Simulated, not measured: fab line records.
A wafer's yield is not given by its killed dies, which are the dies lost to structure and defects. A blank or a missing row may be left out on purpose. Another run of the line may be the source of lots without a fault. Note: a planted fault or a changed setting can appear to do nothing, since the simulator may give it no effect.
Which tool was responsible? | flow sky130 | Sampling: 10 lots, 29 wafers, 5 of 708 route steps

== WHAT THE GAUGES SHOWED, per wafer ==
SKY_VIA3_CD_MEAS_12: the cd target is 200 nm. Usual: 199.5 nm for cd nm, sd 1.3.
lot  | measured     | on        | cd nm (nm)        | flag
L591 | day 39 07:29 | cd sem-01 | 200.6 200.5 198.8 |
L592 | day 39 19:17 | cd sem-02 | 199.1 198.4 200.4 |
L594 | day 41 06:10 | cd sem-01 | 200.3 199.8 200.3 |
L595 | day 41 08:14 | cd sem-02 | 202.3 199.7 199.5 |
L593 | day 41 08:22 | cd sem-01 | 201.2 200.3 199.9 |
L602 | day 43 02:11 | cd sem-02 | 199.4 200.7       |
L604 | day 43 14:16 | cd sem-02 | 198.7 198.3 199.5 |
L608 | day 44 07:29 | cd sem-01 | 200.9 199.7 199.5 |
L609 | day 45 00:10 | cd sem-01 | 197.8 197.5 198.3 |
L613 | day 45 14:13 | cd sem-01 | 199.1 198.5 199.8 |

SKY_VIA3_RS_MEAS_22: the measuring method here is four-point-probe. Usual: VIA3_W_RS 0.294 ohm/sq, standard deviation 0.0047.
lot  | measured     | on            | VIA3_W_RS (ohm/sq) | flag
L591 | day 39 08:31 | film metro-03 | 0.294 0.287 0.299  |
L592 | day 39 20:21 | film metro-02 | 0.293 0.284 0.289  |
L594 | day 41 07:14 | film metro-02 | 0.296 0.294 0.295  |
L595 | day 41 09:18 | film metro-04 | 0.295 0.292 0.284  |
L593 | day 41 09:23 | film metro-02 | 0.291 0.297 0.295  |
L602 | day 43 03:13 | film metro-03 | 0.166 0.297        | OFF
L604 | day 43 15:17 | film metro-04 | 0.289 0.297 0.286  |
L608 | day 44 08:33 | film metro-03 | 0.296 0.294 0.285  |
L609 | day 45 01:14 | film metro-03 | 0.283 0.295 0.284  |
L613 | day 45 15:14 | film metro-04 | 0.286 0.294 0.295  |

SKY_VIA3_THK_MEAS_23: measures by xrf. Usual: VIA3_W_THK 385 nm, standard deviation 6.9.
lot  | measured     | on            | VIA3_W_THK (nm) | flag
L591 | day 39 08:38 | film metro-03 | 379 390 375     |
L592 | day 39 20:28 | film metro-02 | 386 397 388     |
L594 | day 41 07:21 | film metro-02 | 383 385 387     |
L595 | day 41 09:25 | film metro-04 | 385 389 396     |
L593 | day 41 09:30 | film metro-02 | 391 383 384     |
L602 | day 43 03:19 | film metro-03 | - 371           |
L604 | day 43 15:25 | film metro-04 | 397 386 400     |
L608 | day 44 08:39 | film metro-03 | 375 378 390     |
L609 | day 45 01:21 | film metro-03 | 395 381 393     |
L613 | day 45 15:22 | film metro-04 | 398 388 384     |

== EACH LOT AND THE TOOL THAT RAN IT (in order: tool; ch and the chambers of the sampled wafers; start) ==
lot  | SKY_VIA3_SPUTTER_20          | SKY_VIA3_CVD_21
L591 | pvd sputter-04, day 39 08:20 | cvd w-02 ch 0,1, day 39 08:24
L592 | pvd sputter-02, day 39 20:10 | cvd w-02 ch 0,1, day 39 20:14
L594 | pvd sputter-03, day 41 07:03 | cvd w-02 ch 1, day 41 07:07
L595 | pvd sputter-04, day 41 09:06 | cvd w-02 ch 0,1, day 41 09:10
L593 | pvd sputter-03, day 41 09:11 | cvd w-01 ch 0,1, day 41 09:15
L602 | pvd sputter-02, day 43 03:00 | cvd w-01 ch 0,1, day 43 03:06
L604 | pvd sputter-03, day 43 15:07 | cvd w-02 ch 0,1, day 43 15:10
L608 | pvd sputter-04, day 44 08:19 | cvd w-02 ch 0,1, day 44 08:25
L609 | pvd sputter-04, day 45 01:03 | cvd w-02 ch 0,1, day 45 01:07
L613 | pvd sputter-03, day 45 15:04 | cvd w-02 ch 0,1, day 45 15:07
- SKY_VIA3_SPUTTER_20: material TiN, target thk 20 nm, time 80 s.
- SKY_VIA3_CVD_21: deposits W, target thk 390 nm, time 117.31 s.

== AS READ BY THE TOOLS THEMSELVES (means over the sampled wafers that have a number; for cases with no such wafer, the mark the record gives instead) ==
SKY_VIA3_SPUTTER_20. Usual: cathode dc power W 3999.9 W, standard deviation 0.74; chamber pressure pa 5.002 Pa, standard deviation 0.011; throttle valve pct 29.8 %, standard deviation 1.
lot  | tool           | cathode dc power W (W) | chamber pressure pa (Pa) | throttle valve pct (%) | flag
L591 | pvd sputter-04 | 3999.3                 | 4.993                    | 30.9                   |
L592 | pvd sputter-02 | 4000.0                 | 5.001                    | 30.2                   |
L594 | pvd sputter-03 | 3999.6                 | 5.007                    | 29.3                   |
L595 | pvd sputter-04 | 4000.5                 | 5.003                    | 30.7                   |
L593 | pvd sputter-03 | 3999.9                 | 5.000                    | 29.9                   |
L602 | pvd sputter-02 | 3999.8                 | 5.014                    | 29.4                   |
L604 | pvd sputter-03 | 4000.2                 | 4.997                    | 29.8                   |
L608 | pvd sputter-04 | 4000.2                 | 4.995                    | 31.0                   |
L609 | pvd sputter-04 | 3999.9                 | 5.006                    | 31.6                   |
L613 | pvd sputter-03 | 4000.1                 | 5.001                    | 30.0                   |

SKY_VIA3_CVD_21. Usual: chamber pressure Torr 40.00 Torr, standard deviation 0.093; heater power w 849 W, standard deviation 62.
lot  | tool     | chamber pressure Torr (Torr) | heater power w (W) | flag
L591 | cvd w-02 | 39.94                        | 772                |
L592 | cvd w-02 | 40.05                        | 776                |
L594 | cvd w-02 | 40.02                        | 727                |
L595 | cvd w-02 | 39.93                        | 763                |
L593 | cvd w-01 | 40.01                        | 885                |
L602 | cvd w-01 | 40.05                        | 884                |
L604 | cvd w-02 | 40.08                        | 813                |
L608 | cvd w-02 | 40.09                        | 773                |
L609 | cvd w-02 | 39.93                        | 801                |
L613 | cvd w-02 | 39.99                        | 760                |

== THE ANSWER, worked out from the rows above alone ==
Rule: take the mean of a lot's wafers that have a number; if it is more than 3 standard deviations from the usual mean, the lot is off. A lot without any number at a reading at which 4 lots or more have one is off too. All remaining lots with rows at the step are treated as sound. First the gauges in route order, then the tools' own readings, where a lot's mean is used as printed above. At the first step where some lot is off, the reading lying furthest off is the one used; lots without a number count as furthest.
Off: at SKY_VIA3_RS_MEAS_22 (VIA3_W_RS), L602.
A tool fits if, at a process step before that reading, it ran every lot that is off, and no sound lot after the first of them. Gauges at SKY_VIA3_RS_MEAS_22: tried the same way as those tools. This does not decide it: 2 tools fit, namely pvd sputter-02 at SKY_VIA3_SPUTTER_20 and cvd w-01 at SKY_VIA3_CVD_21.

== WHAT THE SIMULATOR HAD INSERTED ==
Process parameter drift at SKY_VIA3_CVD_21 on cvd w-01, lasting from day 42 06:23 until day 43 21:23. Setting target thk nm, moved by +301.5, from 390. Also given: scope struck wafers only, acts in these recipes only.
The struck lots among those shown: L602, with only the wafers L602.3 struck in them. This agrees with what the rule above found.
